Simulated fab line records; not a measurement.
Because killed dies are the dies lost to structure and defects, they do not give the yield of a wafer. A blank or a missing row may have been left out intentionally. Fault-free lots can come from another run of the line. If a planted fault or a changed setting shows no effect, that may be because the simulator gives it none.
2 desks looking at one fault | flow gf180mcu | what lay behind the numbers comes last; until then each desk has only its own

## FROM THE METROLOGY DESK
What the gauges read, lot by lot, whatever tool the lot ran on: means of the sampled wafers that have a number. The brackets show how far a lot's mean lies from the usual mean; more than 4 standard deviations puts the lot out of limits, marked OUT.
Columns: A = STI_OXIDATION_THK at GF_STI_THK_MEAS_02, usual 10.02 nm; B = MVPSD_TW at GF_MVPSD_TW_MEAS_11, usual 551; C = MVPSD_RS at GF_VT_IMPLANT_RS_MEAS_49, usual 1169 ohm/sq; D = cd_nm at GF_NSD_CD_MEAS_07, usual 400.1 nm; E = cd_nm at GF_SAB_CD_MEAS_09, usual 419.9 nm
lot  | first seen here | A     | B             | C                     | D     | E
L418 | day 1 11:32     | 10.21 | 548           | 1166                  | 397.2 | 419.4
L419 | day 1 17:01     | 10.03 | 558           | 1171                  | 399.0 | 416.4
L420 | day 1 22:02     | 9.79  | 544           | 1172                  | 399.3 | 422.3
L421 | day 2 03:08     | 9.88  | 555           | 1174                  | 400.6 | 417.8
L422 | day 2 07:33     | 9.90  | 558           | 1167                  | 399.9 | 417.0
L423 | day 2 12:55     | 9.85  | 553           | 1168                  | 401.2 | 425.2
L424 | day 2 17:55     | 10.15 | 547           | 1177                  | 400.4 | 420.7
L425 | day 2 22:31     | 10.38 | 555           | 1168                  | 398.5 | 423.7
L427 | day 3 09:00     | 10.01 | 556           | 1164                  | 403.2 | 417.8
L428 | day 3 13:33     | 10.17 | 552           | 1168                  | 401.1 | 420.0
L435 | day 5 00:31     | 9.88  | 699 (+31) OUT | 657 (-99 or more) OUT | 401.3 | 417.7
L437 | day 5 10:55     | 10.36 | 699 (+31) OUT | 658 (-99 or more) OUT | 398.4 | 425.0
L439 | day 5 20:42     | 10.04 | 555           | 1170                  | 395.9 | 420.2
Per this desk, out of limits: L435, L437; the first was L435, day 9 06:55 (MVPSD_TW at GF_MVPSD_TW_MEAS_11). L418, L419, L420, L421, L422, L423, L424, L425, L427, L428, L439: within limits.

## THE TOOL OWNER'S DESK: implanter-01
The tool's own readings at GF_MVPSD_IMPLANT_09, given as means over the sampled wafers that have a number, one for each lot that went through this tool. The brackets show how far a lot's mean lies from the usual mean; more than 4 standard deviations puts the lot out of limits, marked OUT.
Columns: A = dose_ions_cm2 at GF_MVPSD_IMPLANT_09, usual 5.001e+12; B = faraday_current_uA at GF_MVPSD_IMPLANT_09, usual 28.2; C = tilt_deg at GF_MVPSD_IMPLANT_09, usual -0.005 degrees
lot  | first seen here | A                           | B                       | C
L418 | day 4 22:42     | 5.000e+12                   | 28.5                    | -0.011
L420 | day 5 11:42     | 5.001e+12                   | 28.1                    | -0.010
L423 | day 6 05:42     | 4.997e+12                   | 28.6                    | -0.008
L424 | day 6 12:13     | 5.002e+12                   | 28.2                    | -0.028
L435 | day 9 06:41     | 4.107e+13 (+99 or more) OUT | 235.4 (+99 or more) OUT | -0.039
L437 | day 9 18:33     | 4.107e+13 (+99 or more) OUT | 231.3 (+99 or more) OUT | 0.007
This desk's verdict: out of limits on L435, L437, starting with L435 at day 9 06:41 (dose_ions_cm2 at GF_MVPSD_IMPLANT_09). L418, L420, L423, L424: within limits.

## TAKEN TOGETHER
The tool owner's desk could have raised an alarm at day 9 06:41, on L435, L437.
On L435, L437, the metrology desk was in a position to raise an alarm at day 9 06:55.
GF_MVPSD_IMPLANT_09 was run on implanter-01 by each of the lots named.

## WHAT WAS PUT IN BY THE SIMULATOR
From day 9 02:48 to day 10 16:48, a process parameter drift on implanter-01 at GF_MVPSD_IMPLANT_09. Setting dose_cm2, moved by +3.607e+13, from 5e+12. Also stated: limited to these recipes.
Lots struck among those shown: L435, L437.
Delay (hours) between the fault's onset and each desk's first out-of-limits reading: 4 at the tool owner's desk, 4 at the metrology desk.
